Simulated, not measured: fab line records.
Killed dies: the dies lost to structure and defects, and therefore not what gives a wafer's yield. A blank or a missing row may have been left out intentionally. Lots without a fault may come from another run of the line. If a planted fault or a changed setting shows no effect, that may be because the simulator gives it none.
fab line records -- flow sky130
record: lots: 24, wafers: 72, last_day: 50
route steps=708 shown SONOS_ONO@173 POLY_GATE@227 METAL1@434 VIA1@482 METAL2@488
lots untouched by any fault: they come from a run of this same line in which no faults occurred
start_h: hours from the record's first day to the start of the lot's first wafer shown -- wait_h: how many hours have passed since the lot's step before this one -- " the same as in the row above -- L1.1+2: several wafers, shown together as one row -- - no value, or no start was given -- * or withheld: withheld -- < > ~ a bound
route shown NAME@n: NAME is a module with steps in the file, n the number in the route of the first one -- usual: the fault-free wafers' mean and standard deviation -- same: alike in all rows -- chamber/n: place in a boat -- sites: per-site readings -- _std_site: standard deviation across them -- _edge_site: inner sites' mean taken away from outer sites' mean -- radius_mm: how far each site lies from the wafer's centre -- mask NAME#n: copy n -- behind: the tool/chamber that last shaped the wafer -- hold: the reason the lot was held/the length of the hold in hours/how it ended -- device: the n, p or np transistor that did not switch -- end of line: tests of these same wafers at the route's end -- step lacking rows: just its recipe -- killed: dies lost to structure and defects at the first sort, not the wafer's yield -- map: a wafer's dies, marking killed ones x, the rest . and places with no die _
set.NAME: setting as actually run; set.NAME@STEP: the setting as run at that earlier step -- model.NAME: the simulator's own value behind a step, which no gauge read
steps of the route over a sample of lots; a table a step, a row a wafer
services: a tool's chamber out of use, with start hour (start_h, from the record's first day; less than 0 if before it), hours out, and reason
== steps ==
step: SKY_SONOS_ONO_THK_MEAS_05
recipe: reads: SiO2_of_SONOS_ONO_CVD_04
usual: SONOS_ONO_CVD_04_THK: 5.75/0.1
lot.wafer,tool,chamber,start_h,wait_h,SONOS_ONO_CVD_04_THK[nm]
L074.3,film_metro-02,-,250.89,0.0,5.61
L074.5,film_metro-02,-,250.89,0.0,5.74
L074.6,film_metro-02,-,250.89,0.0,5.68
L075.1,film_metro-01,-,259.40,0.0,5.74
L075.3,film_metro-01,-,259.40,0.0,5.81
L075.5,film_metro-01,-,259.40,0.0,5.91
L076.1,film_metro-04,-,270.14,0.0,5.93
L076.4,film_metro-04,-,270.14,0.0,5.89
L076.5,film_metro-04,-,270.14,0.0,5.87
L077.2,film_metro-01,-,282.91,0.0,5.86
L077.5,film_metro-01,-,282.91,0.0,5.80
L077.6,film_metro-01,-,282.91,0.0,5.85
L078.3,film_metro-02,-,292.44,0.0,5.82
L078.5,film_metro-02,-,292.44,0.0,5.81
L078.6,film_metro-02,-,292.44,0.0,5.79
L079.2,film_metro-01,-,294.84,0.0,5.73
L079.4,film_metro-01,-,294.84,0.0,5.60
L079.6,film_metro-01,-,294.84,0.0,5.65
L080.3,film_metro-02,-,303.67,0.0,5.79
L080.4,film_metro-02,-,303.67,0.0,5.72
L080.6,film_metro-02,-,303.67,0.0,5.70
L081.2,film_metro-02,-,311.37,0.0,5.81
L081.3,film_metro-02,-,311.37,0.0,5.71
L081.6,film_metro-02,-,311.37,0.0,5.75
L082.1,film_metro-02,-,319.69,0.0,5.67
L082.5,film_metro-02,-,319.69,0.0,5.56
L082.6,film_metro-02,-,319.69,0.0,5.69
L083.1,film_metro-02,-,330.63,0.0,5.80
L083.2,film_metro-02,-,330.63,0.0,5.94
L083.4,film_metro-02,-,330.63,0.0,5.91
L084.2,film_metro-01,-,330.64,0.0,5.76
L084.4,film_metro-01,-,330.64,0.0,5.83
L084.5,film_metro-01,-,330.64,0.0,5.95
L085.2,film_metro-02,-,341.26,0.0,5.75
L085.3,film_metro-02,-,341.26,0.0,5.55
L085.4,film_metro-02,-,341.26,0.0,5.55
L086.4,film_metro-02,-,364.31,0.0,5.88
L086.5,film_metro-02,-,364.31,0.0,5.96
L086.6,film_metro-02,-,364.31,0.0,5.84
L087.2,film_metro-02,-,367.59,0.0,5.66
L087.4,film_metro-02,-,367.59,0.0,5.63
L087.6,film_metro-02,-,367.59,0.0,5.57
L089.1,film_metro-04,-,378.38,0.0,5.76
L089.4,film_metro-04,-,378.38,0.0,5.86
L089.5,film_metro-04,-,378.38,0.0,5.87
L088.2,film_metro-01,-,378.39,0.0,5.82
L088.3,film_metro-01,-,378.39,0.0,5.84
L088.5,film_metro-01,-,378.39,0.0,5.81
L090.1,film_metro-01,-,382.96,0.0,5.68
L090.2,film_metro-01,-,382.96,0.0,5.63
L090.4,film_metro-01,-,382.96,0.0,5.66
L091.1,film_metro-02,-,389.44,0.0,5.77
L091.3,film_metro-02,-,389.44,0.0,5.74
L091.4,film_metro-02,-,389.44,0.0,5.69
L092.2,film_metro-04,-,402.51,0.0,5.74
L092.4,film_metro-04,-,402.51,0.0,5.69
L092.5,film_metro-04,-,402.51,0.0,5.80
L093.2,film_metro-01,-,406.87,0.0,5.70
L093.5,film_metro-01,-,406.87,0.0,5.78
L093.6,film_metro-01,-,406.87,0.0,5.75
L094.4,film_metro-04,-,417.66,0.0,5.81
L094.5,film_metro-04,-,417.66,0.0,5.84
L094.6,film_metro-04,-,417.66,0.0,5.67
L095.1,film_metro-04,-,423.59,0.0,5.65
L095.2,film_metro-04,-,423.59,0.0,5.54
L095.5,film_metro-04,-,423.59,0.0,5.54
L096.1,film_metro-02,-,433.63,0.0,5.80
L096.5,film_metro-02,-,433.63,0.0,5.80
L096.6,film_metro-02,-,433.63,0.0,5.61
L097.1,film_metro-02,-,437.23,0.0,5.75
L097.4,film_metro-02,-,437.23,0.0,5.68
L097.6,film_metro-02,-,437.23,0.0,5.77
step: SKY_POLY_GATE_CD_MEAS_13
recipe: target_cd_nm: 150
usual: cd_nm: 150.3/1.4
lot.wafer,tool,chamber,start_h,wait_h,cd_nm
L074.3,cd_sem-02,-,365.50,-,151.9
L074.5,cd_sem-02,-,365.50,-,150.7
L074.6,cd_sem-02,-,365.50,-,151.2
L075.1,cd_sem-01,-,373.56,-,150.1
L075.3,cd_sem-01,-,373.56,-,149.8
L075.5,cd_sem-01,-,373.56,-,149.6
L076.1,cd_sem-02,-,384.01,-,150.1
L076.4,cd_sem-02,-,384.01,-,149.7
L076.5,cd_sem-02,-,384.01,-,149.2
L077.2,cd_sem-01,-,399.64,-,151.0
L077.5,cd_sem-01,-,399.64,-,150.7
L077.6,cd_sem-01,-,399.64,-,149.7
L078.3,cd_sem-01,-,410.51,-,151.3
L078.5,cd_sem-01,-,410.51,-,150.8
L078.6,cd_sem-01,-,410.51,-,150.8
L079.2,cd_sem-02,-,413.04,-,151.7
L079.4,cd_sem-02,-,413.04,-,151.9
L079.6,cd_sem-02,-,413.04,-,152.8
L080.3,cd_sem-02,-,424.76,-,150.7
L080.4,cd_sem-02,-,424.76,-,151.0
L080.6,cd_sem-02,-,424.76,-,149.7
L081.2,cd_sem-01,-,437.43,-,148.2
L081.3,cd_sem-01,-,437.43,-,148.5
L081.6,cd_sem-01,-,437.43,-,148.2
L082.1,cd_sem-01,-,442.22,-,152.2
L082.5,cd_sem-01,-,442.22,-,151.8
L082.6,cd_sem-01,-,442.22,-,151.9
L084.2,cd_sem-01,-,456.34,-,149.0
L084.4,cd_sem-01,-,456.34,-,146.9
L084.5,cd_sem-01,-,456.34,-,148.4
L083.1,cd_sem-01,-,457.57,-,151.5
L083.2,cd_sem-01,-,457.57,-,151.2
L083.4,cd_sem-01,-,457.57,-,151.2
L085.2,cd_sem-02,-,468.18,-,150.0
L085.3,cd_sem-02,-,468.18,-,152.2
L085.4,cd_sem-02,-,468.18,-,150.5
L086.4,cd_sem-02,-,491.18,-,150.6
L086.5,cd_sem-02,-,491.18,-,149.8
L086.6,cd_sem-02,-,491.18,-,150.2
L087.2,cd_sem-02,-,496.94,-,149.5
L087.4,cd_sem-02,-,496.94,-,149.6
L087.6,cd_sem-02,-,496.94,-,150.0
L089.1,cd_sem-01,-,506.16,-,149.1
L089.4,cd_sem-01,-,506.16,-,149.4
L089.5,cd_sem-01,-,506.16,-,149.6
L088.2,cd_sem-02,-,507.74,-,150.7
L088.3,cd_sem-02,-,507.74,-,150.4
L088.5,cd_sem-02,-,507.74,-,150.0
L090.1,cd_sem-01,-,515.07,-,149.2
L090.2,cd_sem-01,-,515.07,-,148.0
L090.4,cd_sem-01,-,515.07,-,148.6
L091.1,cd_sem-02,-,517.96,-,152.2
L091.3,cd_sem-02,-,517.96,-,152.1
L091.4,cd_sem-02,-,517.96,-,152.8
L092.2,cd_sem-02,-,533.05,-,148.5
L092.4,cd_sem-02,-,533.05,-,148.1
L092.5,cd_sem-02,-,533.05,-,149.8
L093.2,cd_sem-01,-,535.69,-,153.6
L093.5,cd_sem-01,-,535.69,-,152.1
L093.6,cd_sem-01,-,535.69,-,152.8
L094.4,cd_sem-01,-,548.97,-,149.6
L094.5,cd_sem-01,-,548.97,-,148.5
L094.6,cd_sem-01,-,548.97,-,149.9
L095.1,cd_sem-01,-,551.37,-,148.7
L095.2,cd_sem-01,-,551.37,-,149.8
L095.5,cd_sem-01,-,551.37,-,147.9
L096.1,cd_sem-02,-,563.67,-,150.6
L096.5,cd_sem-02,-,563.67,-,150.9
L096.6,cd_sem-02,-,563.67,-,149.5
L097.1,cd_sem-02,-,566.22,-,151.3
L097.4,cd_sem-02,-,566.22,-,149.7
L097.6,cd_sem-02,-,566.22,-,149.9
step: SKY_METAL1_SPUTTER_00
recipe: material: Ti, target_thk_nm: 15, power_w: 3000, time_s: 10, chamber_pressure_pa: 0.4
usual: chamber_pressure_pa: 0.4000/0.00067, throttle_valve_pct: 29.8/1
same: time_s: 10
lot.wafer,tool,chamber,start_h,wait_h,chamber_pressure_pa,throttle_valve_pct
L074.3,pvd_sputter-04,-,733.57,0.2,0.4010,30.4
L074.5,pvd_sputter-04,-,733.57,0.2,0.3999,30.5
L074.6,pvd_sputter-04,-,733.57,0.2,0.3993,28.0
L075.1,pvd_sputter-01,-,741.53,0.1,0.4005,29.2
L075.3,pvd_sputter-01,-,741.53,0.1,0.3992,30.7
L075.5,pvd_sputter-01,-,741.53,0.1,0.3995,30.5
L076.1,pvd_sputter-01,-,752.07,0.2,0.4001,31.1
L076.4,pvd_sputter-01,-,752.07,0.2,0.4000,29.3
L076.5,pvd_sputter-01,-,752.07,0.2,0.4014,29.4
L077.2,pvd_sputter-04,-,764.70,0.1,0.4007,30.5
L077.5,pvd_sputter-04,-,764.70,0.1,0.3996,29.8
L077.6,pvd_sputter-04,-,764.70,0.1,0.3993,30.4
L078.3,pvd_sputter-02,-,779.51,0.2,0.3996,30.0
L078.5,pvd_sputter-02,-,779.51,0.2,0.4011,29.2
L078.6,pvd_sputter-02,-,779.51,0.2,0.4012,28.3
L079.2,pvd_sputter-04,-,780.64,0.2,0.3996,30.2
L079.4,pvd_sputter-04,-,780.64,0.2,0.4007,29.6
L079.6,pvd_sputter-04,-,780.64,0.2,0.3994,30.4
L080.3,pvd_sputter-01,-,787.45,0.2,0.3995,31.4
L080.4,pvd_sputter-01,-,787.45,0.2,0.3995,30.6
L080.6,pvd_sputter-01,-,787.45,0.2,0.4011,29.4
L081.2,pvd_sputter-01,-,795.04,0.1,0.4007,29.4
L081.3,pvd_sputter-01,-,795.04,0.1,0.4001,30.8
L081.6,pvd_sputter-01,-,795.04,0.1,0.3997,30.6
L082.1,pvd_sputter-04,-,802.95,0.2,0.3999,30.4
L082.5,pvd_sputter-04,-,802.95,0.2,0.4000,30.5
L082.6,pvd_sputter-04,-,802.95,0.2,0.4003,28.2
L083.1,pvd_sputter-02,-,817.33,0.1,0.3991,29.8
L083.2,pvd_sputter-02,-,817.33,0.1,0.4006,28.3
L083.4,pvd_sputter-02,-,817.33,0.1,0.3995,28.4
L084.2,pvd_sputter-04,-,817.74,0.1,0.4002,31.1
L084.4,pvd_sputter-04,-,817.74,0.1,0.4007,28.0
L084.5,pvd_sputter-04,-,817.74,0.1,0.4011,29.8
L085.2,pvd_sputter-04,-,826.72,0.2,0.4008,28.0
L085.3,pvd_sputter-04,-,826.72,0.2,0.4001,31.2
L085.4,pvd_sputter-04,-,826.72,0.2,0.3999,29.8
L086.4,pvd_sputter-01,-,842.65,0.1,0.3989,30.9
L086.5,pvd_sputter-01,-,842.65,0.1,0.3999,31.2
L086.6,pvd_sputter-01,-,842.65,0.1,0.3995,30.7
L087.2,pvd_sputter-01,-,848.52,0.1,0.4010,30.9
L087.4,pvd_sputter-01,-,848.52,0.1,0.3989,29.4
L087.6,pvd_sputter-01,-,848.52,0.1,0.4000,31.2
L089.1,pvd_sputter-01,-,856.60,0.2,0.3991,29.1
L089.4,pvd_sputter-01,-,856.60,0.2,0.4004,31.0
L089.5,pvd_sputter-01,-,856.60,0.2,0.3993,30.3
L088.2,pvd_sputter-04,-,860.44,0.1,0.3998,31.2
L088.3,pvd_sputter-04,-,860.44,0.1,0.4008,28.1
L088.5,pvd_sputter-04,-,860.44,0.1,0.3990,30.4
L090.1,pvd_sputter-02,-,861.69,0.2,0.3992,28.0
L090.2,pvd_sputter-02,-,861.69,0.2,0.3999,29.2
L090.4,pvd_sputter-02,-,861.69,0.2,0.3996,28.6
L091.1,pvd_sputter-02,-,865.69,0.2,0.4003,27.7
L091.3,pvd_sputter-02,-,865.69,0.2,0.4000,28.5
L091.4,pvd_sputter-02,-,865.69,0.2,0.4007,30.0
L092.2,pvd_sputter-04,-,881.22,0.1,0.3996,31.1
L092.4,pvd_sputter-04,-,881.22,0.1,0.4002,28.3
L092.5,pvd_sputter-04,-,881.22,0.1,0.4002,29.5
L093.2,pvd_sputter-04,-,883.50,0.1,0.3999,30.7
L093.5,pvd_sputter-04,-,883.50,0.1,0.3992,29.7
L093.6,pvd_sputter-04,-,883.50,0.1,0.3990,28.3
L094.4,pvd_sputter-04,-,896.99,0.1,0.4003,31.0
L094.5,pvd_sputter-04,-,896.99,0.1,0.3987,28.1
L094.6,pvd_sputter-04,-,896.99,0.1,0.4009,30.3
L095.1,pvd_sputter-01,-,899.98,0.1,0.4004,30.9
L095.2,pvd_sputter-01,-,899.98,0.1,0.4000,30.7
L095.5,pvd_sputter-01,-,899.98,0.1,0.4007,31.3
L096.1,pvd_sputter-02,-,905.28,0.1,0.3994,27.9
L096.5,pvd_sputter-02,-,905.28,0.1,0.4006,30.1
L096.6,pvd_sputter-02,-,905.28,0.1,0.3998,28.2
L097.1,pvd_sputter-04,-,908.14,0.1,0.3997,30.4
L097.4,pvd_sputter-04,-,908.14,0.1,0.4006,28.5
L097.6,pvd_sputter-04,-,908.14,0.1,0.3999,30.9
step: SKY_METAL1_RS_MEAS_05
recipe: thk_meas_gauge: four-point-probe, reads: TiN_of_METAL1_SPUTTER_04+Ti_of_METAL1_SPUTTER_03+AlCu_of_METAL1_SPUTTER_02+TiN_of_METAL1_SPUTTER_01+Ti_of_METAL1_SPUTTER_00
usual: METAL1_ALCU_RS: 0.1271/0.0015
lot.wafer,tool,chamber,start_h,wait_h,METAL1_ALCU_RS[ohm/sq]
L074.3,film_metro-04,-,733.75,0.1,0.1239
L074.5,film_metro-04,-,733.75,0.1,0.1244
L074.6,film_metro-04,-,733.75,0.1,0.1266
L075.1,film_metro-04,-,741.69,0.0,0.1270
L075.3,film_metro-04,-,741.69,0.0,0.1279
L075.5,film_metro-04,-,741.69,0.0,0.1279
L076.1,film_metro-03,-,752.21,0.0,0.1264
L076.4,film_metro-03,-,752.21,0.0,0.1264
L076.5,film_metro-03,-,752.21,0.0,0.1267
L077.2,film_metro-03,-,764.86,0.0,0.1244
L077.5,film_metro-03,-,764.86,0.0,0.1260
L077.6,film_metro-03,-,764.86,0.0,0.1253
L078.3,film_metro-02,-,779.69,0.1,0.1269
L078.5,film_metro-02,-,779.69,0.1,0.1272
L078.6,film_metro-02,-,779.69,0.1,0.1265
L079.2,film_metro-03,-,780.80,0.0,0.1276
L079.4,film_metro-03,-,780.80,0.0,0.1281
L079.6,film_metro-03,-,780.80,0.0,0.1272
L080.3,film_metro-02,-,787.63,0.1,0.1262
L080.4,film_metro-02,-,787.63,0.1,0.1240
L080.6,film_metro-02,-,787.63,0.1,0.1250
L081.2,film_metro-03,-,795.20,0.0,0.1286
L081.3,film_metro-03,-,795.20,0.0,0.1291
L081.6,film_metro-03,-,795.20,0.0,0.1292
L082.1,film_metro-02,-,803.13,0.1,0.1245
L082.5,film_metro-02,-,803.13,0.1,0.1255
L082.6,film_metro-02,-,803.13,0.1,0.1278
L083.1,film_metro-03,-,817.46,0.0,0.1259
L083.2,film_metro-03,-,817.46,0.0,0.1273
L083.4,film_metro-03,-,817.46,0.0,0.1242
L084.2,film_metro-03,-,817.90,0.0,0.1274
L084.4,film_metro-03,-,817.90,0.0,0.1264
L084.5,film_metro-03,-,817.90,0.0,0.1264
L085.2,film_metro-03,-,826.88,0.0,0.1282
L085.3,film_metro-03,-,826.88,0.0,0.1293
L085.4,film_metro-03,-,826.88,0.0,0.1277
L086.4,film_metro-02,-,842.85,0.1,0.1276
L086.5,film_metro-02,-,842.85,0.1,0.1302
L086.6,film_metro-02,-,842.85,0.1,0.1280
L087.2,film_metro-04,-,848.68,0.0,0.1261
L087.4,film_metro-04,-,848.68,0.0,0.1260
L087.6,film_metro-04,-,848.68,0.0,0.1262
L089.1,film_metro-02,-,856.74,0.0,0.1268
L089.4,film_metro-02,-,856.74,0.0,0.1254
L089.5,film_metro-02,-,856.74,0.0,0.1256
L088.2,film_metro-02,-,860.60,0.0,0.1285
L088.3,film_metro-02,-,860.60,0.0,0.1267
L088.5,film_metro-02,-,860.60,0.0,0.1264
L090.1,film_metro-04,-,861.83,0.0,0.1261
L090.2,film_metro-04,-,861.83,0.0,0.1263
L090.4,film_metro-04,-,861.83,0.0,0.1243
L091.1,film_metro-02,-,865.83,0.0,0.1285
L091.3,film_metro-02,-,865.83,0.0,0.1274
L091.4,film_metro-02,-,865.83,0.0,0.1275
L092.2,film_metro-04,-,881.38,0.0,0.1297
L092.4,film_metro-04,-,881.38,0.0,0.1296
L092.5,film_metro-04,-,881.38,0.0,0.1283
L093.2,film_metro-02,-,883.66,0.0,0.1281
L093.5,film_metro-02,-,883.66,0.0,0.1276
L093.6,film_metro-02,-,883.66,0.0,0.1287
L094.4,film_metro-02,-,897.19,0.1,0.1265
L094.5,film_metro-02,-,897.19,0.1,0.1263
L094.6,film_metro-02,-,897.19,0.1,0.1250
L095.1,film_metro-03,-,900.12,0.0,0.1273
L095.2,film_metro-03,-,900.12,0.0,0.1263
L095.5,film_metro-03,-,900.12,0.0,0.1282
L096.1,film_metro-02,-,905.42,0.0,0.1295
L096.5,film_metro-02,-,905.42,0.0,0.1275
L096.6,film_metro-02,-,905.42,0.0,0.1284
L097.1,film_metro-02,-,908.28,0.0,0.1262
L097.4,film_metro-02,-,908.28,0.0,0.1279
L097.6,film_metro-02,-,908.28,0.0,0.1286
step: SKY_VIA1_CMP_24
recipe: stop_on: SiO2, t_overpolish_s: 15, down_force_psi: 3.5, platen_rpm: 60, target_thk_nm: 0, pad_velocity_m_s: 0.94248
usual: motor_current_A: 11.2/0.92, overpolish_run_s: 14.999/0.0093, time_to_endpoint_s: 64/3.7
lot.wafer,tool,chamber,start_h,wait_h,motor_current_A,overpolish_run_s,time_to_endpoint_s
L074.3,cmp-02,2,791.11,0.1,11.6,14.984,68
L074.6,cmp-02,1,791.11,0.1,12.9,14.995,63
L074.5,cmp-02,2,791.11,0.1,12.0,15.002,67
L075.3,cmp-01,0,798.58,0.0,9.9,14.983,62
L075.1,cmp-01,2,798.58,0.0,9.4,14.990,66
L075.5,cmp-01,1,798.58,0.0,11.5,14.993,71
L076.4,cmp-01,1,807.20,0.0,11.7,14.993,68
L076.1,cmp-01,2,807.20,0.0,9.4,14.992,67
L076.5,cmp-01,1,807.20,0.0,12.1,14.988,70
L077.2,cmp-01,2,820.40,0.2,9.2,15.011,68
L077.5,cmp-01,3,820.40,0.2,11.7,15.008,64
L077.6,cmp-01,0,820.40,0.2,10.8,15.000,64
L078.3,cmp-02,0,834.99,0.1,10.6,14.998,66
L078.5,cmp-02,2,834.99,0.1,11.6,14.995,64
L078.6,cmp-02,3,834.99,0.1,10.9,14.998,63
L079.4,cmp-02,3,836.03,0.1,10.3,15.016,59
L079.2,cmp-02,1,836.03,0.1,11.8,15.002,58
L079.6,cmp-02,2,836.03,0.1,11.7,14.999,63
L080.3,cmp-01,2,843.84,0.0,9.6,15.027,71
L080.4,cmp-01,1,843.84,0.0,12.6,15.001,76
L080.6,cmp-01,2,843.84,0.0,9.7,14.998,68
L081.2,cmp-02,1,850.96,0.0,13.1,14.984,66
L081.3,cmp-02,3,850.96,0.0,11.1,15.001,65
L081.6,cmp-02,1,850.96,0.0,12.6,14.994,62
L082.1,cmp-02,0,859.27,0.1,10.7,14.997,62
L082.6,cmp-02,2,859.27,0.1,12.2,14.993,64
L082.5,cmp-02,3,859.27,0.1,11.0,14.998,61
L083.2,cmp-02,1,872.66,0.0,12.5,14.998,61
L083.1,cmp-02,2,872.66,0.0,11.7,15.018,64
L083.4,cmp-02,0,872.66,0.0,10.2,14.983,63
L084.2,cmp-02,1,873.08,0.1,12.4,14.998,58
L084.4,cmp-02,2,873.08,0.1,11.6,14.990,61
L084.5,cmp-02,3,873.08,0.1,11.0,15.007,59
L085.2,cmp-01,3,881.65,0.0,11.8,14.997,65
L085.4,cmp-01,1,881.65,0.0,11.8,14.994,70
L085.3,cmp-01,2,881.65,0.0,9.1,14.987,65
L086.4,cmp-01,0,897.53,0.2,10.2,14.997,64
L086.6,cmp-01,1,897.53,0.2,11.4,15.008,72
L086.5,cmp-01,2,897.53,0.2,9.5,15.001,71
L087.2,cmp-02,1,902.79,0.1,12.5,14.998,62
L087.4,cmp-02,2,902.79,0.1,11.7,15.011,64
L087.6,cmp-02,0,902.79,0.1,10.5,15.011,63
L089.4,cmp-02,3,910.29,0.0,10.6,14.998,61
L089.1,cmp-02,2,910.29,0.0,11.9,14.998,59
L089.5,cmp-02,0,910.29,0.0,10.0,14.997,61
L088.2,cmp-02,1,915.31,0.1,12.4,14.996,58
L088.3,cmp-02,2,915.31,0.1,11.8,15.005,61
L088.5,cmp-02,1,915.31,0.1,13.0,15.014,58
L090.1,cmp-02,1,915.57,0.1,12.2,15.005,64
L090.2,cmp-02,2,915.57,0.1,12.2,15.002,63
L090.4,cmp-02,3,915.57,0.1,10.8,14.992,60
L091.4,cmp-02,0,919.71,0.0,10.4,14.991,61
L091.1,cmp-02,2,919.71,0.0,11.4,15.004,62
L091.3,cmp-02,3,919.71,0.0,10.6,15.000,60
L092.2,cmp-02,2,934.76,0.0,11.6,14.997,65
L092.4,cmp-02,3,934.76,0.0,11.1,14.994,63
L092.5,cmp-02,2,934.76,0.0,11.8,14.998,65
L093.2,cmp-02,0,938.34,0.1,10.1,14.987,65
L093.6,cmp-02,3,938.34,0.1,11.0,15.003,62
L093.5,cmp-02,0,938.34,0.1,10.4,15.007,66
L094.4,cmp-01,1,949.24,0.1,11.8,15.006,71
L094.6,cmp-01,0,949.24,0.1,10.5,15.014,62
L094.5,cmp-01,1,949.24,0.1,11.2,14.992,74
L095.1,cmp-02,0,953.32,0.3,10.8,15.001,62
L095.2,cmp-02,2,953.32,0.3,12.4,15.003,61
L095.5,cmp-02,1,953.32,0.3,12.6,14.984,62
L096.1,cmp-02,2,958.71,0.5,11.9,14.990,67
L096.6,cmp-02,3,958.71,0.5,11.1,14.992,59
L096.5,cmp-02,0,958.71,0.5,10.0,14.994,62
L097.1,cmp-02,1,960.19,0.1,12.7,15.004,65
L097.4,cmp-02,3,960.19,0.1,11.0,15.009,63
L097.6,cmp-02,2,960.19,0.1,11.5,14.999,65
step: SKY_METAL2_RS_MEAS_05
recipe: thk_meas_gauge: four-point-probe, reads: TiN_of_METAL2_SPUTTER_04+Ti_of_METAL2_SPUTTER_03+AlCu_of_METAL2_SPUTTER_02+TiN_of_METAL2_SPUTTER_01+Ti_of_METAL2_SPUTTER_00
usual: METAL2_ALCU_RS: 0.1268/0.0014
lot.wafer,tool,chamber,start_h,wait_h,METAL2_ALCU_RS[ohm/sq]
L074.3,film_metro-03,-,791.54,0.1,0.1241
L074.5,film_metro-03,-,791.54,0.1,0.1244
L074.6,film_metro-03,-,791.54,0.1,0.1263
L075.1,film_metro-02,-,799.02,0.0,0.1252
L075.3,film_metro-02,-,799.02,0.0,0.1281
L075.5,film_metro-02,-,799.02,0.0,0.1246
L076.1,film_metro-02,-,807.64,0.0,0.1288
L076.4,film_metro-02,-,807.64,0.0,0.1274
L076.5,film_metro-02,-,807.64,0.0,0.1273
L077.2,film_metro-01,-,820.71,0.0,0.1284
L077.5,film_metro-01,-,820.71,0.0,0.1287
L077.6,film_metro-01,-,820.71,0.0,0.1275
L078.3,film_metro-02,-,835.37,0.1,0.1293
L078.5,film_metro-02,-,835.37,0.1,0.1278
L078.6,film_metro-02,-,835.37,0.1,0.1301
L079.2,film_metro-02,-,836.44,0.0,0.1280
L079.4,film_metro-02,-,836.44,0.0,0.1262
L079.6,film_metro-02,-,836.44,0.0,0.1279
L080.3,film_metro-02,-,844.32,0.1,0.1256
L080.4,film_metro-02,-,844.32,0.1,0.1254
L080.6,film_metro-02,-,844.32,0.1,0.1259
L081.2,film_metro-02,-,851.42,0.0,0.1263
L081.3,film_metro-02,-,851.42,0.0,0.1264
L081.6,film_metro-02,-,851.42,0.0,0.1283
L082.1,film_metro-02,-,859.61,0.0,0.1274
L082.5,film_metro-02,-,859.61,0.0,0.1286
L082.6,film_metro-02,-,859.61,0.0,0.1278
L083.1,film_metro-02,-,873.10,0.0,0.1272
L083.2,film_metro-02,-,873.10,0.0,0.1296
L083.4,film_metro-02,-,873.10,0.0,0.1272
L084.2,film_metro-03,-,873.44,0.0,0.1281
L084.4,film_metro-03,-,873.44,0.0,0.1297
L084.5,film_metro-03,-,873.44,0.0,0.1285
L085.2,film_metro-01,-,882.11,0.0,0.1245
L085.3,film_metro-01,-,882.11,0.0,0.1238
L085.4,film_metro-01,-,882.11,0.0,0.1243
L086.4,film_metro-01,-,897.88,0.1,0.1247
L086.5,film_metro-01,-,897.88,0.1,0.1248
L086.6,film_metro-01,-,897.88,0.1,0.1262
L087.2,film_metro-02,-,903.15,0.0,0.1254
L087.4,film_metro-02,-,903.15,0.0,0.1266
L087.6,film_metro-02,-,903.15,0.0,0.1276
L089.1,film_metro-02,-,910.73,0.0,0.1275
L089.4,film_metro-02,-,910.73,0.0,0.1258
L089.5,film_metro-02,-,910.73,0.0,0.1272
L088.2,film_metro-01,-,915.72,0.0,0.1246
L088.3,film_metro-01,-,915.72,0.0,0.1271
L088.5,film_metro-01,-,915.72,0.0,0.1274
L090.1,film_metro-03,-,916.00,0.0,0.1259
L090.2,film_metro-03,-,916.00,0.0,0.1272
L090.4,film_metro-03,-,916.00,0.0,0.1272
L091.1,film_metro-02,-,920.15,0.0,0.1254
L091.3,film_metro-02,-,920.15,0.0,0.1283
L091.4,film_metro-02,-,920.15,0.0,0.1260
L092.2,film_metro-01,-,935.22,0.0,0.1257
L092.4,film_metro-01,-,935.22,0.0,0.1257
L092.5,film_metro-01,-,935.22,0.0,0.1265
L093.2,film_metro-03,-,938.75,0.0,0.1259
L093.5,film_metro-03,-,938.75,0.0,0.1270
L093.6,film_metro-03,-,938.75,0.0,0.1282
L094.4,film_metro-02,-,949.69,0.1,0.1268
L094.5,film_metro-02,-,949.69,0.1,0.1272
L094.6,film_metro-02,-,949.69,0.1,0.1253
L095.1,film_metro-03,-,953.76,0.0,0.1277
L095.2,film_metro-03,-,953.76,0.0,0.1284
L095.5,film_metro-03,-,953.76,0.0,0.1283
L096.1,film_metro-02,-,959.00,0.0,0.1279
L096.5,film_metro-02,-,959.00,0.0,0.1277
L096.6,film_metro-02,-,959.00,0.0,0.1272
L097.1,film_metro-03,-,960.63,0.0,0.1270
L097.4,film_metro-03,-,960.63,0.0,0.1246
L097.6,film_metro-03,-,960.63,0.0,0.1252
== services ==
tool,chamber,start_h,hours,kind
cmp-01,-,730.36,38.0,repair
cmp-01,-,731.01,0.3,repair
pvd_sputter-01,-,735.11,1.0,repair
cmp-02,-,743.36,0.6,repair
pvd_sputter-04,-,743.59,1.4,repair
cmp-02,-,747.47,4.0,pm
cmp-01,-,767.22,3.0,repair
pvd_sputter-01,-,782.14,0.5,repair
pvd_sputter-04,-,794.33,1.5,repair
cmp-02,-,801.19,6.4,pm
cmp-01,-,811.28,4.4,repair
cmp-01,-,811.64,1.3,repair
cmp-01,-,813.94,0.7,repair
cmp-02,-,823.45,4.4,repair
cmp-02,-,841.06,1.4,repair
cmp-01,-,870.69,0.5,repair
cmp-02,-,884.51,0.4,repair
cmp-01,-,897.68,12.8,pm
cmp-01,-,910.45,3.2,pm
cmp-01,-,913.65,4.0,pm
cmp-01,-,916.41,0.2,repair
cmp-01,-,933.60,4.1,repair
cmp-01,-,950.10,4.2,repair
cmp-01,-,956.83,5.9,pm
== key ==
fault none
